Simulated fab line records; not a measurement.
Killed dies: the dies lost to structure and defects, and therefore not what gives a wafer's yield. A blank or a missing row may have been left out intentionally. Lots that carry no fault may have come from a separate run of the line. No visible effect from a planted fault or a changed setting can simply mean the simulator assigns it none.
Problem report in the 8D (eight disciplines) form, filled by code	flow gf180mcu	the parts of the form that need people (team, actions taken, sign-off) are left out

## 1. THE PROBLEM
Across 6 wafers from 2 lots, STI_CVD_03_THK at GF_STI_THK_MEAS_04 averages 172.3 nm, while fault-free wafers read 205.7 nm with a standard deviation of 2.1. That puts it -16 standard deviations away from the usual mean.
Seen first at day 3 15:34 on film metro-04, wafer L915.1. Wafers with a number at this step in the record: 33, from 11 lots. The rule behind "out" and "out of limits": a value lying over 4 standard deviations away from the usual mean. Any other wafer with a number is counted as sound.

## 2. WHAT IT IS AND WHAT IT IS NOT
question	is	is not
which readings at this step	STI_CVD_03_THK	-
which lots	L915, L917	L905, L906, L907, L908, L909, L910, L914, L919, L927
which wafers of those lots	all that have a number	-
read on which gauges	film metro-03, film metro-04	film metro-01
when	from day 3 15:34	up to then (21 sound wafers); but 6 sound wafers of L919, L927 came after

## 3. WHAT RULES OUT EACH SUSPECT
Counting: a tool stays on the suspect list if, at a process step up to the reading, it processed all lots that are out and no sound lot following the first of them.
- ruled out: the gauge at GF_STI_THK_MEAS_04. Those wafers that are out were read across 2 gauges (film metro-03, film metro-04).
- lpcvd-02 at GF_STI_CVD_03 (deposits Si3N4 from DCS/NH3, target thk 207.16 nm, time 3551 s): kept. All lots that are out passed through it, beginning with L915 at day 3 13:34, and no sound lot followed; its final sound lot before that point was L910 at day 2 12:34.
After counting, what remains is lpcvd-02 at GF_STI_CVD_03.

## 4. THE CAUSE (what the simulator had put in)
Site profile drift: lpcvd-02, from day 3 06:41 on, at GF_STI_CVD_03. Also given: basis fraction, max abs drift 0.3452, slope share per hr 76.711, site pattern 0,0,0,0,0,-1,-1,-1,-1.
After counting, this tool was the only one left.

## 5. THE CHAIN OF EFFECTS, in route order
Each row: a reading whose mean over the struck wafers that have a number lies more than 3 standard deviations from the usual. Only readings whose record carries a usual standard deviation are examined. hours: median over the lots of the time between each lot's start at the first step of this table that gives one and its start at this step. sigmas: the change, counted in usual standard deviations.
hours	step	reading	usual	on struck wafers	change	sigmas
0	GF_STI_THK_MEAS_04	STI_CVD_03_THK	205.7 nm	172.3	-33.4	-16
13	GF_STI_ETCH_13	oes product au	0.829 a.u.	0.757	-0.072	-11
Here are the process steps it includes:
- GF_STI_ETCH_13: etches the open film in CHF3/O2, stops on Si, target depth 282.31 nm, time 112.9 s.
At these later measuring or inspecting steps, every struck wafer for which the step has a row has a number for every such reading, and none has moved that far: GF_VT_IMPLANT_RS_MEAS_46.

## 6. WHAT WOULD HAVE CAUGHT IT SOONER
The first out-of-limits reading at a measuring or inspecting step in this record came at day 3 15:34, 9 hours after the fault's start at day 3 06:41.
No tool reading at GF_STI_CVD_03 that has a usual standard deviation in the record was out on any struck wafer, so an alarm limit of 4 standard deviations on those readings would not have fired.
Lots out: 2; of these, L917 started GF_STI_CVD_03 on lpcvd-02 after day 3 15:34. Holding the tool at that time would have saved it.
